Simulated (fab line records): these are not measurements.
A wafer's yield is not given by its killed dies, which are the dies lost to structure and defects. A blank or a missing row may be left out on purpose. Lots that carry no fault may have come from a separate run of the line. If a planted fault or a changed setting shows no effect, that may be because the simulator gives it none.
fab line records ; flow sky130
record lots=11; wafers=33; lastDay=50
route steps=708 shown METAL3@567 VIA3@587 METAL4@629 METAL5@663 PAD_OPEN@708
lots that met no fault: from a run of the same line without faults
startH: hours from the record's opening day to when the first of the lot's shown wafers began ; waitH: hours elapsed since this lot's preceding step ; " as in the row above ; L1.1+2: several wafers, shown together as one row ; - no value, or no start was given ; * or withheld: withheld ; < > ~ a bound
route shown NAME@n: NAME is a module with steps in the file, n the number in the route of the first one ; usual: average and standard deviation across the fault-free wafers ; same: alike in all rows ; chamber/n: place in a boat ; sites: per-site readings ; _std_site: the values' standard deviation ; _edge_site: the outer-site mean with the inner-site mean subtracted ; radiusMm: how far each site lies from the wafer's centre ; mask NAME#n: copy n ; behind: the tool/chamber that last shaped the wafer ; hold: reason for holding the lot/hours on hold/outcome of the hold ; device: names the non-switching transistor (n, p or np) ; end of line: the tests these same wafers got at the end of their route ; where a step has no rows: the recipe by itself ; killed: dies that structure and defects cost at the first sort, which is not the same as the wafer's yield ; map: dies across one wafer; x = killed, . = not, _ = none there
set.NAME: the run value of the setting; set.NAME@STEP: its run value at that earlier step ; model.NAME: the simulator's own value behind a step, which no gauge read
one table for each step of the route and one row for each wafer, over a sample of lots
services: when a tool's chamber went out of use (startH, in hours from the record's first day, below 0 if earlier), for how many hours, and the reason
## steps
# step SKY_METAL3_ETCH_17
# recipe target=SiO2; stopOn=TiN; chemistry=C4F8/O2/Ar; sourceW=1500; biasW=1200; pressureMtorr=40; c4f8FlowSccm=withheld; O2_flow_sccm=6; Ar_flow_sccm=300; timeS=3.9; targetDepthA=150
# usual oesProductAu=0.756/0.0081
lot.wafer;tool;chamber;startH;waitH;oesProductAu;rfHoursCounterH
L112.1;rieDiel-04;1;896.41;0.1;0.761;11
L112.2;rieDiel-04;2;896.41;0.1;0.738;14
L112.5;rieDiel-04;1;896.41;0.1;0.752;-
L113.1;rieDiel-04;0;912.20;0.1;0.755;9
L113.3;rieDiel-04;1;912.20;0.1;0.748;11
L113.6;rieDiel-04;3;912.20;0.1;0.755;-
L118.3;rieDiel-03;2;943.44;0.0;0.758;3
L118.4;rieDiel-03;1;943.44;0.0;0.771;2
L118.5;rieDiel-03;0;943.44;0.0;0.763;-
L120.2;rieDiel-01;1;964.05;0.1;0.743;9
L120.5;rieDiel-01;3;964.05;0.1;0.770;-
L120.6;rieDiel-01;2;964.05;0.1;0.762;-
L124.1;rieDiel-01;0;986.30;0.1;0.749;13
L124.2;rieDiel-01;2;986.30;0.1;0.743;16
L124.6;rieDiel-01;0;986.30;0.1;0.752;-
L127.1;rieDiel-03;2;1016.49;0.1;0.748;5
L127.3;rieDiel-03;3;1016.49;0.1;0.757;24
L127.6;rieDiel-03;2;1016.49;0.1;0.760;-
L129.3;rieDiel-04;0;1030.22;0.0;0.753;13
L129.4;rieDiel-04;1;1030.22;0.0;0.762;14
L129.5;rieDiel-04;0;1030.22;0.0;0.761;-
L131.1;rieDiel-04;1;1032.55;0.1;0.752;14
L131.3;rieDiel-04;2;1032.55;0.1;0.760;17
L131.6;rieDiel-04;0;1032.55;0.1;0.748;-
L135.2;rieDiel-01;2;1067.67;0.1;0.752;19
L135.3;rieDiel-01;1;1067.67;0.1;0.753;13
L135.5;rieDiel-01;3;1067.67;0.1;0.754;-
L134.1;rieDiel-01;0;1070.42;0.1;0.752;16
L134.2;rieDiel-01;1;1070.42;0.1;0.755;13
L134.6;rieDiel-01;0;1070.42;0.1;0.751;-
L133.2;rieDiel-04;0;1075.87;0.1;0.752;14
L133.4;rieDiel-04;1;1075.87;0.1;0.763;16
L133.6;rieDiel-04;2;1075.87;0.1;0.762;-
# step SKY_VIA3_ETCH_14
# recipe chemistry=N2/H2; target=BARC; ionEnergyEv=200; sourceW=500; biasW=100; pressureMtorr=30; n2FlowSccm=100; h2FlowSccm=200; stopOn=SiO2; timeS=45.9; targetDepthA=600
# usual drypumpMotorCurrentA=5.8/0.4; h2FlowSccm=200.0/0.55; oesProductAu=0.854/0.0047; throttleValvePct=13.224/0.01
lot.wafer;tool;chamber;startH;waitH;drypumpMotorCurrentA;h2FlowSccm;oesProductAu;rfHoursCounterH;throttleValvePct
L112.1;rieDiel-03;3;923.72;0.0;5.4;199.6;0.864;21;13.218
L112.2;rieDiel-03;2;923.72;0.0;5.9;201.1;0.847;2;13.212
L112.5;rieDiel-03;2;923.72;0.0;5.9;199.6;0.855;-;13.234
L113.1;rieDiel-03;3;938.17;0.0;5.4;200.0;0.854;21;13.219
L113.3;rieDiel-03;1;938.17;0.0;6.0;200.0;0.853;2;13.217
L113.6;rieDiel-03;3;938.17;0.0;5.4;199.5;0.853;-;13.228
L118.3;rieDiel-02;0;969.31;0.0;6.0;198.8;0.849;21;13.232
L118.4;rieDiel-02;2;969.31;0.0;5.5;199.9;0.846;18;13.242
L118.5;rieDiel-02;1;969.31;0.0;5.6;199.8;0.865;-;13.221
L120.2;rieDiel-01;3;989.67;0.0;4.7;200.7;0.864;21;13.244
L120.5;rieDiel-01;0;989.67;0.0;5.5;200.3;0.853;-;13.240
L120.6;rieDiel-01;3;989.67;0.0;4.7;200.4;0.855;-;13.231
L124.1;rieDiel-02;3;1011.37;0.0;6.1;198.6;0.853;11;13.224
L124.2;rieDiel-02;0;1011.37;0.0;6.0;200.9;0.860;22;13.243
L124.6;rieDiel-02;2;1011.37;0.0;5.5;199.4;0.850;-;13.219
L127.1;rieDiel-02;0;1040.84;0.0;6.0;198.9;0.851;24;13.223
L127.3;rieDiel-02;2;1040.84;0.0;5.6;199.9;0.850;20;13.231
L127.6;rieDiel-02;1;1040.84;0.0;5.7;200.7;0.854;-;13.241
L129.3;rieDiel-03;0;1053.51;0.0;6.3;200.1;0.859;1;13.220
L129.4;rieDiel-03;1;1053.51;0.0;6.0;199.9;0.856;5;13.224
L129.5;rieDiel-03;1;1053.51;0.0;6.0;199.1;0.852;-;13.235
L131.1;rieDiel-02;0;1056.32;0.0;6.0;199.6;0.856;24;13.231
L131.3;rieDiel-02;3;1056.32;0.0;6.1;200.4;0.848;12;13.216
L131.6;rieDiel-02;2;1056.32;0.0;5.6;200.0;0.859;-;13.222
L135.2;rieDiel-01;0;1090.57;0.0;5.5;200.1;0.857;16;13.221
L135.3;rieDiel-01;1;1090.57;0.0;6.0;200.0;0.852;14;13.233
L135.5;rieDiel-01;3;1090.57;0.0;4.7;200.8;0.847;-;13.219
L134.1;rieDiel-01;0;1093.02;0.0;5.5;199.4;0.856;16;13.221
L134.2;rieDiel-01;3;1093.02;0.0;4.7;199.5;0.856;25;13.238
L134.6;rieDiel-01;3;1093.02;0.0;4.7;199.3;0.861;-;13.221
L133.2;rieDiel-03;3;1098.07;0.0;5.4;199.8;0.852;26;13.233
L133.4;rieDiel-03;2;1098.07;0.0;5.9;199.1;0.855;8;13.221
L133.6;rieDiel-03;1;1098.07;0.0;5.9;200.6;0.854;-;13.222
# step SKY_METAL4_CD_MEAS_13
# recipe targetCdNm=300
# usual cdNm=299.7/2.1
lot.wafer;tool;chamber;startH;waitH;cdNm
L112.1;cdSem-01;-;975.06;-;300.8
L112.2;cdSem-01;-;975.06;-;300.3
L112.5;cdSem-01;-;975.06;-;301.1
L113.1;cdSem-02;-;988.75;-;300.1
L113.3;cdSem-02;-;988.75;-;299.0
L113.6;cdSem-02;-;988.75;-;299.0
L118.3;cdSem-01;-;1017.89;-;297.1
L118.4;cdSem-01;-;1017.89;-;297.6
L118.5;cdSem-01;-;1017.89;-;298.5
L120.2;cdSem-02;-;1038.08;-;298.1
L120.5;cdSem-02;-;1038.08;-;298.2
L120.6;cdSem-02;-;1038.08;-;300.3
L124.1;cdSem-02;-;1058.10;-;301.7
L124.2;cdSem-02;-;1058.10;-;302.6
L124.6;cdSem-02;-;1058.10;-;302.6
L127.1;cdSem-02;-;1086.03;-;297.7
L127.3;cdSem-02;-;1086.03;-;298.4
L127.6;cdSem-02;-;1086.03;-;298.7
L129.3;cdSem-01;-;1097.94;-;298.1
L129.4;cdSem-01;-;1097.94;-;298.2
L129.5;cdSem-01;-;1097.94;-;297.6
L131.1;cdSem-01;-;1100.90;-;299.9
L131.3;cdSem-01;-;1100.90;-;299.3
L131.6;cdSem-01;-;1100.90;-;299.5
L135.2;cdSem-02;-;1132.63;-;297.5
L135.3;cdSem-02;-;1132.63;-;298.4
L135.5;cdSem-02;-;1132.63;-;299.6
L134.1;cdSem-02;-;1135.55;-;300.6
L134.2;cdSem-02;-;1135.55;-;302.2
L134.6;cdSem-02;-;1135.55;-;302.2
L133.2;cdSem-02;-;1139.15;-;296.0
L133.4;cdSem-02;-;1139.15;-;295.7
L133.6;cdSem-02;-;1139.15;-;295.0
# step SKY_METAL5_SPUTTER_02
# recipe material=AlCu; targetThkNm=1150; powerW=10600; timeS=61.2; chamberPressurePa=0.4
# usual chamberPressurePa=0.4001/0.00079; throttleValvePct=29.6/0.96
lot.wafer;tool;chamber;startH;waitH;chamberPressurePa;throttleValvePct
L112.1;pvdSputter-01;-;1001.67;0.0;0.4004;29.3
L112.2;pvdSputter-01;-;1001.67;0.0;0.4002;30.5
L112.5;pvdSputter-01;-;1001.67;0.0;0.3998;27.7
L113.1;pvdSputter-04;-;1014.75;0.0;0.4016;29.4
L113.3;pvdSputter-04;-;1014.75;0.0;0.4004;29.5
L113.6;pvdSputter-04;-;1014.75;0.0;0.4011;29.2
L118.3;pvdSputter-01;-;1043.23;0.0;0.3996;29.0
L118.4;pvdSputter-01;-;1043.23;0.0;0.3997;29.9
L118.5;pvdSputter-01;-;1043.23;0.0;0.3990;30.3
L120.2;pvdSputter-04;-;1063.07;0.0;0.3997;28.9
L120.5;pvdSputter-04;-;1063.07;0.0;0.4008;31.3
L120.6;pvdSputter-04;-;1063.07;0.0;0.4621;27.1
L124.1;pvdSputter-02;-;1082.21;0.0;0.4009;30.4
L124.2;pvdSputter-02;-;1082.21;0.0;0.3998;29.4
L124.6;pvdSputter-02;-;1082.21;0.0;0.3995;29.4
L127.1;pvdSputter-02;-;1109.11;0.0;0.3999;29.2
L127.3;pvdSputter-02;-;1109.11;0.0;0.4000;30.5
L127.6;pvdSputter-02;-;1109.11;0.0;0.4008;30.3
L129.3;pvdSputter-02;-;1119.69;0.0;0.3996;30.6
L129.4;pvdSputter-02;-;1119.69;0.0;0.4009;30.3
L129.5;pvdSputter-02;-;1119.69;0.0;0.4010;30.7
L131.1;pvdSputter-02;-;1123.80;0.0;0.3997;30.5
L131.3;pvdSputter-02;-;1123.80;0.0;0.4002;30.6
L131.6;pvdSputter-02;-;1123.80;0.0;0.4001;29.0
L135.2;pvdSputter-02;-;1154.04;0.0;0.3998;29.4
L135.3;pvdSputter-02;-;1154.04;0.0;0.4004;30.2
L135.5;pvdSputter-02;-;1154.04;0.0;0.3989;29.5
L134.1;pvdSputter-04;-;1156.89;0.0;0.4005;29.5
L134.2;pvdSputter-04;-;1156.89;0.0;0.3996;29.0
L134.6;pvdSputter-04;-;1156.89;0.0;0.3992;29.2
L133.2;pvdSputter-04;-;1160.10;0.0;0.3989;29.2
L133.4;pvdSputter-04;-;1160.10;0.0;0.4002;29.4
L133.6;pvdSputter-04;-;1160.10;0.0;0.4001;29.5
# step SKY_PAD_OPEN_PROBE_99
# usual defectLimitedYield=82.8/2.1; killed_at_M0_to_M3=42/6.6; killed_at_M4_up=3.1/1.9; killedAtContacts=24/5.6; killedAtFrontEnd=15/4.8; killedAtOther=0.3/0.48; killedDies=84/10; killedOnRim=16/3.9; killedOpen=47/6.8; killedShort=37/6.8; sort_bin_3_pad_short=0.9/0.48; sort_bin_5_function=10.1/1.4; sort_bin_6_memory=6.2/1.2; sortNPass=408/10; sortYieldPct=82.8/2.1
# same grossDies=492; killedAtBackSide=0; sort_bin_4_leakage[%]=0; sort_bin_8_speed[%]=0
lot.wafer;tool;chamber;startH;waitH;defectLimitedYield[%];killed_at_M0_to_M3;killed_at_M4_up;killedAtContacts;killedAtFrontEnd;killedAtOther;killedDies;killedOnRim;killedOpen;killedShort;sort_bin_3_pad_short[%];sort_bin_5_function[%];sort_bin_6_memory[%];sortNPass;sortYieldPct[%]
L112.1;prober-01;-;1071.87;0.1;80.5;43;4;30;18;1;96;22;58;37;0.8;12.2;6.5;396;80.5
L112.2;prober-01;-;1071.92;0.1;88.2;26;2;21;9;0;58;15;38;20;0.6;6.5;4.7;434;88.2
L112.5;prober-01;-;1072.07;0.2;79.7;45;6;25;23;1;100;16;60;40;1.0;11.8;7.5;392;79.7
L113.1;prober-02;-;1083.00;0.1;83.3;37;5;27;11;2;82;14;46;36;0.8;8.9;6.9;410;83.3
L113.3;prober-02;-;1083.10;0.2;82.5;45;4;25;12;0;86;15;46;40;0.6;10.4;6.5;406;82.5
L113.6;prober-02;-;1083.25;0.2;81.7;48;3;21;18;0;90;18;52;38;1.0;11.4;5.9;402;81.7
L118.3;prober-01;-;1109.58;0.2;78.3;53;1;33;20;0;107;14;68;39;0.6;13.4;7.7;385;78.3
L118.4;prober-01;-;1109.63;0.2;77.8;43;9;35;21;1;109;22;60;49;1.6;12.6;7.9;383;77.8
L118.5;prober-01;-;1109.68;0.2;79.5;54;1;23;22;1;101;18;57;44;1.2;10.8;8.5;391;79.5
L120.2;prober-01;-;1126.58;0.1;81.7;44;7;26;12;1;90;17;46;44;1.4;11.0;5.9;402;81.7
L120.5;prober-01;-;1126.73;0.2;85.0;29;4;31;10;0;74;14;43;31;1.4;7.7;5.9;418;85.0
L120.6;prober-01;-;1126.78;0.2;83.7;35;6;24;15;0;80;9;46;34;0.8;10.0;5.5;412;83.7
L124.1;prober-01;-;1145.18;0.1;85.2;39;4;17;13;0;73;15;36;37;0.4;7.7;6.7;419;85.2
L124.2;prober-01;-;1145.23;0.1;82.7;42;1;22;20;0;85;21;50;35;1.0;10.0;6.3;407;82.7
L124.6;prober-01;-;1145.43;0.2;82.1;45;4;21;18;0;88;25;54;34;1.2;9.1;7.5;404;82.1
L127.1;prober-02;-;1168.12;0.1;86.8;35;5;13;12;0;65;11;47;18;0.2;7.9;5.1;427;86.8
L127.3;prober-02;-;1168.22;0.2;81.7;48;2;20;20;0;90;15;41;49;0.8;11.2;6.3;402;81.7
L127.6;prober-02;-;1168.37;0.2;84.1;51;4;6;16;1;78;16;40;37;0.6;10.6;4.7;414;84.1
L129.3;prober-02;-;1177.32;0.2;78.7;50;2;35;18;0;105;23;58;47;1.2;11.0;9.1;387;78.7
L129.4;prober-02;-;1177.37;0.2;81.9;48;3;22;16;0;89;17;50;39;1.2;9.6;7.3;403;81.9
L129.5;prober-02;-;1177.42;0.2;82.1;41;6;25;16;0;88;20;50;38;0.8;10.0;7.1;404;82.1
L131.1;prober-02;-;1181.44;0.1;87.6;28;4;21;8;0;61;10;27;34;1.0;6.7;4.7;431;87.6
L131.3;prober-02;-;1181.54;0.2;84.1;31;3;29;14;1;78;15;45;33;0.8;10.6;4.5;414;84.1
L131.6;prober-02;-;1181.69;0.2;83.3;30;6;31;15;0;82;21;47;35;0.6;10.2;5.9;410;83.3
L135.2;prober-02;-;1203.43;0.1;83.9;37;1;26;15;0;79;13;41;38;0.4;8.5;7.1;413;83.9
L135.3;prober-02;-;1203.48;0.2;82.5;36;5;27;18;0;86;17;51;35;0.6;10.2;6.7;406;82.5
L135.5;prober-02;-;1203.58;0.2;85.2;34;3;24;11;1;73;11;38;35;1.4;8.1;5.3;419;85.2
L134.1;prober-01;-;1205.10;0.1;78.7;54;4;25;21;1;105;26;47;58;1.0;13.0;7.3;387;78.7
L134.2;prober-01;-;1205.15;0.1;78.3;58;3;35;11;0;107;25;59;47;2.0;11.6;8.1;385;78.3
L134.6;prober-01;-;1205.35;0.2;83.3;39;5;23;15;0;82;13;48;34;0.2;10.4;6.1;410;83.3
L133.2;prober-01;-;1209.35;0.1;81.7;46;4;34;6;0;90;21;54;36;0.6;11.4;6.3;402;81.7
L133.4;prober-01;-;1209.45;0.2;84.8;47;3;8;17;0;75;19;39;36;1.2;8.9;5.1;417;84.8
L133.6;prober-01;-;1209.55;0.2;84.3;38;3;20;16;0;77;16;41;36;1.8;7.1;6.7;415;84.3
# killed by level:class
L112.1 CONTACT:geometricParticle:open=11 POLY_GATE:geometricParticle:open=9 LOCAL_INTERCONNECT:geometricParticle:short=9 VIA1:geometricParticle:open=9 VIA2:geometricParticle:open=8 METAL2:geometricParticle:short=7 LI_CONTACT:geometricParticle:open=7 METAL1:geometricParticle:short=4
L112.2 CONTACT:geometricParticle:open=11 VIA1:geometricParticle:open=6 VIA2:geometricParticle:open=5 VIA3:geometricParticle:open=5 LI_CONTACT:geometricParticle:open=4 LOCAL_INTERCONNECT:geometricParticle:short=4 POLY_GATE:geometricParticle:open=3 METAL2:geometricParticle:short=3
L112.5 VIA1:geometricParticle:open=12 CONTACT:geometricParticle:open=10 VIA2:geometricParticle:open=10 POLY_GATE:geometricParticle:open=8 FIELD_ISO:geometricParticle:short=6 LI_CONTACT:geometricParticle:open=6 VIA2:geometricParticle:short=5 POLY_GATE:geometricParticle:short=4
L113.1 CONTACT:geometricParticle:open=13 VIA1:geometricParticle:open=7 VIA2:geometricParticle:open=6 LI_CONTACT:geometricParticle:open=5 LOCAL_INTERCONNECT:geometricParticle:short=5 METAL1:geometricParticle:short=5 VIA1:geometricParticle:short=5 VIA3:geometricParticle:open=5
L113.3 CONTACT:geometricParticle:open=9 VIA1:geometricParticle:open=9 LI_CONTACT:geometricParticle:open=6 VIA3:geometricParticle:open=6 VIA1:geometricParticle:short=5 METAL2:geometricParticle:short=5 VIA2:geometricParticle:open=5 METAL3:geometricParticle:short=5
L113.6 VIA1:geometricParticle:open=11 CONTACT:geometricParticle:open=9 VIA2:geometricParticle:open=8 FIELD_ISO:geometricParticle:short=6 METAL1:geometricParticle:short=6 FIELD_ISO:geometricParticle:open=5 LI_CONTACT:geometricParticle:open=5 LOCAL_INTERCONNECT:geometricParticle:short=4
L118.3 VIA3:geometricParticle:open=13 VIA2:geometricParticle:open=12 LI_CONTACT:geometricParticle:open=11 CONTACT:geometricParticle:open=10 VIA1:geometricParticle:open=8 FIELD_ISO:geometricParticle:open=5 CONTACT:geometricParticle:short=5 VIA1:geometricParticle:short=5
L118.4 CONTACT:geometricParticle:open=13 VIA1:geometricParticle:open=12 LI_CONTACT:geometricParticle:open=9 LOCAL_INTERCONNECT:geometricParticle:short=7 VIA2:geometricParticle:open=7 FIELD_ISO:geometricParticle:short=6 VIA1:geometricParticle:short=5 METAL4:geometricParticle:short=5
L118.5 VIA1:geometricParticle:open=14 VIA2:geometricParticle:open=9 VIA1:geometricParticle:short=8 METAL2:geometricParticle:short=8 POLY_GATE:geometricParticle:open=7 LI_CONTACT:geometricParticle:open=7 LOCAL_INTERCONNECT:geometricParticle:short=7 CONTACT:geometricParticle:open=6
L120.2 VIA1:geometricParticle:open=10 VIA2:geometricParticle:open=9 CONTACT:geometricParticle:open=7 VIA3:geometricParticle:open=7 LI_CONTACT:geometricParticle:open=6 LOCAL_INTERCONNECT:geometricParticle:short=6 CONTACT:geometricParticle:short=5 METAL1:geometricParticle:short=5
L120.5 CONTACT:geometricParticle:open=12 VIA1:geometricParticle:open=11 FIELD_ISO:geometricParticle:open=6 LI_CONTACT:geometricParticle:open=5 LOCAL_INTERCONNECT:geometricParticle:short=5 CONTACT:geometricParticle:short=5 VIA1:geometricParticle:short=5 METAL2:geometricParticle:short=4
L120.6 LI_CONTACT:geometricParticle:open=10 CONTACT:geometricParticle:open=9 VIA1:geometricParticle:open=7 POLY_GATE:geometricParticle:short=6 VIA2:geometricParticle:open=5 METAL4:geometricParticle:short=5 POLY_GATE:geometricParticle:open=4 METAL2:geometricParticle:open=4
L124.1 VIA1:geometricParticle:open=10 CONTACT:geometricParticle:open=6 VIA1:geometricParticle:short=6 FIELD_ISO:geometricParticle:short=5 METAL2:geometricParticle:short=5 VIA2:geometricParticle:open=5 VIA3:geometricParticle:open=5 LI_CONTACT:geometricParticle:open=4
L124.2 CONTACT:geometricParticle:open=9 VIA1:geometricParticle:open=9 VIA3:geometricParticle:open=7 LI_CONTACT:geometricParticle:open=6 METAL2:geometricParticle:short=6 FIELD_ISO:geometricParticle:open=5 POLY_GATE:geometricParticle:short=5 VIA1:geometricParticle:short=4
L124.6 VIA1:geometricParticle:open=17 FIELD_ISO:geometricParticle:open=7 VIA2:geometricParticle:open=6 CONTACT:geometricParticle:open=6 VIA3:geometricParticle:open=6 POLY_GATE:geometricParticle:short=5 LOCAL_INTERCONNECT:geometricParticle:short=5 CONTACT:geometricParticle:short=5
L127.1 VIA1:geometricParticle:open=10 VIA3:geometricParticle:open=8 CONTACT:geometricParticle:open=5 FIELD_ISO:geometricParticle:open=4 POLY_GATE:geometricParticle:open=4 METAL2:geometricParticle:short=4 SPACER:geometricParticle:open=3 LI_CONTACT:geometricParticle:open=3
L127.3 VIA1:geometricParticle:open=10 FIELD_ISO:geometricParticle:open=8 CONTACT:geometricParticle:open=8 METAL2:geometricParticle:short=7 FIELD_ISO:geometricParticle:short=6 METAL1:geometricParticle:short=6 VIA1:geometricParticle:short=6 VIA3:geometricParticle:open=6
L127.6 VIA1:geometricParticle:open=13 VIA1:geometricParticle:short=7 METAL2:geometricParticle:short=7 METAL1:geometricParticle:short=6 VIA3:geometricParticle:short=6 VIA2:geometricParticle:open=5 SPACER:geometricParticle:short=5 VIA3:geometricParticle:open=5
L129.3 VIA1:geometricParticle:open=15 CONTACT:geometricParticle:open=13 CONTACT:geometricParticle:short=8 LI_CONTACT:geometricParticle:open=7 FIELD_ISO:geometricParticle:open=6 VIA2:geometricParticle:open=6 FIELD_ISO:geometricParticle:short=5 METAL1:geometricParticle:short=5
L129.4 VIA1:geometricParticle:open=12 METAL2:geometricParticle:short=11 CONTACT:geometricParticle:open=9 VIA3:geometricParticle:open=8 VIA2:geometricParticle:open=7 POLY_GATE:geometricParticle:short=6 FIELD_ISO:geometricParticle:open=4 LI_CONTACT:geometricParticle:open=4
L129.5 CONTACT:geometricParticle:open=12 VIA1:geometricParticle:open=8 VIA2:geometricParticle:open=7 LI_CONTACT:geometricParticle:open=6 CONTACT:geometricParticle:short=5 METAL2:geometricParticle:short=5 FIELD_ISO:geometricParticle:short=4 POLY_GATE:geometricParticle:short=4
L131.1 VIA2:geometricParticle:short=7 METAL2:geometricParticle:short=7 LI_CONTACT:geometricParticle:open=5 CONTACT:geometricParticle:open=5 LOCAL_INTERCONNECT:geometricParticle:short=4 CONTACT:geometricParticle:short=4 LI_CONTACT:geometricParticle:short=3 VIA1:geometricParticle:open=3
L131.3 CONTACT:geometricParticle:open=10 LI_CONTACT:geometricParticle:open=8 LOCAL_INTERCONNECT:geometricParticle:short=8 VIA2:geometricParticle:open=7 VIA3:geometricParticle:open=6 METAL1:geometricParticle:short=6 FIELD_ISO:geometricParticle:open=4 VIA1:geometricParticle:open=4
L131.6 CONTACT:geometricParticle:open=17 METAL2:geometricParticle:short=7 POLY_GATE:geometricParticle:open=5 LI_CONTACT:geometricParticle:open=5 VIA1:geometricParticle:open=5 LOCAL_INTERCONNECT:geometricParticle:short=5 VIA2:geometricParticle:open=4 VIA3:geometricParticle:open=4
L135.2 CONTACT:geometricParticle:open=9 LI_CONTACT:geometricParticle:open=8 VIA2:geometricParticle:open=6 METAL2:geometricParticle:short=6 FIELD_ISO:geometricParticle:open=5 VIA1:geometricParticle:short=5 METAL1:geometricParticle:short=5 CONTACT:geometricParticle:short=4
L135.3 VIA1:geometricParticle:open=11 CONTACT:geometricParticle:open=10 FIELD_ISO:geometricParticle:open=9 CONTACT:geometricParticle:short=8 VIA2:geometricParticle:open=5 LI_CONTACT:geometricParticle:open=5 FIELD_ISO:geometricParticle:short=4 METAL2:geometricParticle:short=4
L135.5 LI_CONTACT:geometricParticle:open=8 CONTACT:geometricParticle:open=7 METAL1:geometricParticle:short=6 VIA1:geometricParticle:short=6 VIA1:geometricParticle:open=5 FIELD_ISO:geometricParticle:short=4 FIELD_ISO:geometricParticle:open=4 LOCAL_INTERCONNECT:geometricParticle:short=4
L134.1 VIA1:geometricParticle:open=13 METAL2:geometricParticle:short=9 CONTACT:geometricParticle:short=7 FIELD_ISO:geometricParticle:short=6 VIA3:geometricParticle:short=6 VIA1:geometricParticle:short=6 VIA3:geometricParticle:open=6 VIA2:geometricParticle:open=5
L134.2 VIA1:geometricParticle:open=15 CONTACT:geometricParticle:open=12 VIA3:geometricParticle:open=10 METAL2:geometricParticle:short=9 LI_CONTACT:geometricParticle:open=7 CONTACT:geometricParticle:short=7 VIA2:geometricParticle:open=7 LOCAL_INTERCONNECT:geometricParticle:short=5
L134.6 VIA1:geometricParticle:open=10 VIA3:geometricParticle:open=8 CONTACT:geometricParticle:open=7 LI_CONTACT:geometricParticle:open=6 POLY_GATE:geometricParticle:short=5 VIA1:geometricParticle:short=4 CONTACT:geometricParticle:short=4 VIA2:geometricParticle:short=4
L133.2 CONTACT:geometricParticle:open=14 VIA1:geometricParticle:open=14 LI_CONTACT:geometricParticle:open=6 METAL2:geometricParticle:short=6 VIA2:geometricParticle:open=5 LOCAL_INTERCONNECT:geometricParticle:short=5 VIA3:geometricParticle:open=5 CONTACT:geometricParticle:short=5
L133.4 VIA1:geometricParticle:open=8 VIA1:geometricParticle:short=8 VIA2:geometricParticle:open=7 POLY_GATE:geometricParticle:short=5 LI_CONTACT:geometricParticle:open=5 FIELD_ISO:geometricParticle:open=4 VIA3:geometricParticle:open=4 VIA3:geometricParticle:short=4
L133.6 LI_CONTACT:geometricParticle:open=9 POLY_GATE:geometricParticle:short=6 CONTACT:geometricParticle:open=6 METAL1:geometricParticle:short=6 VIA3:geometricParticle:open=6 FIELD_ISO:geometricParticle:open=5 VIA1:geometricParticle:open=5 METAL1:geometricParticle:open=4
## services
tool;chamber;startH;hours;kind
rieDiel-04;-;879.72;1.5;repair
pvdSputter-01;-;908.64;2.2;repair
pvdSputter-02;-;927.87;0.9;repair
rieDiel-03;2;952.07;2.4;repair
rieDiel-03;0;997.78;-;clean
rieDiel-03;0;997.78;-;consumableReplace:showerhead
rieDiel-03;0;997.78;17.0;scheduledDown
rieDiel-01;3;1003.96;5.2;repair
rieDiel-03;-;1011.34;2.8;pm
pvdSputter-01;-;1019.03;4.9;repair
rieDiel-02;2;1019.04;7.8;repair
rieDiel-01;-;1023.78;0.5;repair
rieDiel-01;-;1027.65;2.8;pm
pvdSputter-02;-;1031.99;18.2;repair
rieDiel-03;3;1042.91;7.6;repair
rieDiel-04;0;1049.16;8.0;repair
rieDiel-03;2;1073.28;1.7;repair
rieDiel-03;3;1074.82;2.4;repair
pvdSputter-04;-;1099.04;6.1;repair
rieDiel-03;3;1115.40;23.0;repair
rieDiel-03;2;1121.10;2.8;repair
rieDiel-02;-;1138.18;2.8;pm
pvdSputter-01;-;1144.31;2.2;repair
pvdSputter-01;-;1151.29;8.8;repair
## key
firstSign step=SKY_METAL5_SPUTTER_02; reading=chamberPressurePa; direction=up; sigmas=78; usual=0.4001; struck=0.4621
effect none on later readings
metAt SKY_METAL5_SPUTTER_02
struckLots L120
struckWafers L120.6
notActingAt SKY_METAL3_ETCH_17,SKY_VIA3_ETCH_14,SKY_METAL4_CD_MEAS_13
onsetBetween 1014.75 1063.07
fault kind=processParameterDrift; tool=pvdSputter-04; chamber=-; onsetH=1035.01; steps=SKY_METAL5_SPUTTER_02; channel=chamberPressurePa; offset=0.061492; shape=step; endH=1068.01; actsIn=theseRecipesOnly; stated=0.4; scope=struckWafersOnly
